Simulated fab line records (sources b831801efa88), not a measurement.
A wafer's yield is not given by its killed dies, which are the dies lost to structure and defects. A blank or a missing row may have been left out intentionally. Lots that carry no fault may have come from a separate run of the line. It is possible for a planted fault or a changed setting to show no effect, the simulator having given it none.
What tool caused it? -- flow sky130 -- 11 lots with 33 wafers sampled at 2 steps, on a route of 708 steps

WHAT THE GAUGES SHOWED, per wafer
SKY_CONTACT_CD_MEAS_14: target cd 170 nm.
lot,measured,on,cd nm (nm)
L550,day 32 13:47,cd sem-01,169.0 169.9 169.4
L551,day 32 20:16,cd sem-01,170.3 170.3 171.5
L552,day 33 05:40,cd sem-01,167.1 167.3 166.7
L553,day 33 10:07,cd sem-02,170.5 170.0 171.3
L556,day 34 19:20,cd sem-01,170.9 171.9 169.5
L558,day 35 06:30,cd sem-02,168.9 170.3 168.4
L566,day 37 04:51,cd sem-01,169.3 169.5 170.2
L567,day 37 15:31,cd sem-02,170.1 169.3 170.4
L568,day 38 03:14,cd sem-01,169.1 166.6 167.9
L569,day 38 15:23,cd sem-02,172.3 170.9 171.3
L570,day 38 15:56,cd sem-02,169.2 168.7 169.8

SKY_CONTACT_OVL_MEAS_15.
lot,measured,on,CONTACT_OVL (nm)
L550,day 32 13:53,overlay-01,2 -2 -9
L551,day 32 20:23,overlay-01,0 9 -3
L552,day 33 05:45,overlay-02,3 4 -2
L553,day 33 10:14,overlay-01,6 4 5
L556,day 34 19:24,overlay-01,7 2 0
L558,day 35 06:37,overlay-02,-2 3 -4
L566,day 37 04:58,overlay-02,0 -7 -2
L567,day 37 15:38,overlay-02,-2 -6 -6
L568,day 38 03:21,overlay-02,2 -6 3
L569,day 38 15:29,overlay-02,-6 -2 -7
L570,day 38 16:02,overlay-01,-5 -4 3

WHICH TOOL RAN EACH LOT (tool, then ch and the chambers of the sampled wafers, then the start)
There is no process step in the record ahead of these readings.

AS READ BY THE TOOLS THEMSELVES (means over the sampled wafers that have a number; for cases with no such wafer, the mark the record gives instead)
The record holds no such reading with a usual standard deviation.

THE ANSWER, worked out from the rows above alone
Rule: the lots themselves supply what counts as usual. The widest of any qualifying gaps counts: lots, ordered by their means at a reading, are off when they make up no more than a third of the lots, leave a main group of 4 or more, and stand apart from it by 3 or more times the standard deviation of that group's means. If all means in a main group match to the digits the tables above print for the reading, that group is not used. Also off: a lot with no number at a reading for which 4 or more lots have one. The other lots that the step has rows for count as sound. Order of review: gauges by route order, followed by the tools' own readings, for which a lot's mean as printed above is used. At the first step where some lot is off, the reading lying furthest off is the one used; lots without a number count as furthest.
No lot is off on any of the readings shown, so nothing can be concluded from this.

WHAT HAD BEEN PUT IN BY THE SIMULATOR
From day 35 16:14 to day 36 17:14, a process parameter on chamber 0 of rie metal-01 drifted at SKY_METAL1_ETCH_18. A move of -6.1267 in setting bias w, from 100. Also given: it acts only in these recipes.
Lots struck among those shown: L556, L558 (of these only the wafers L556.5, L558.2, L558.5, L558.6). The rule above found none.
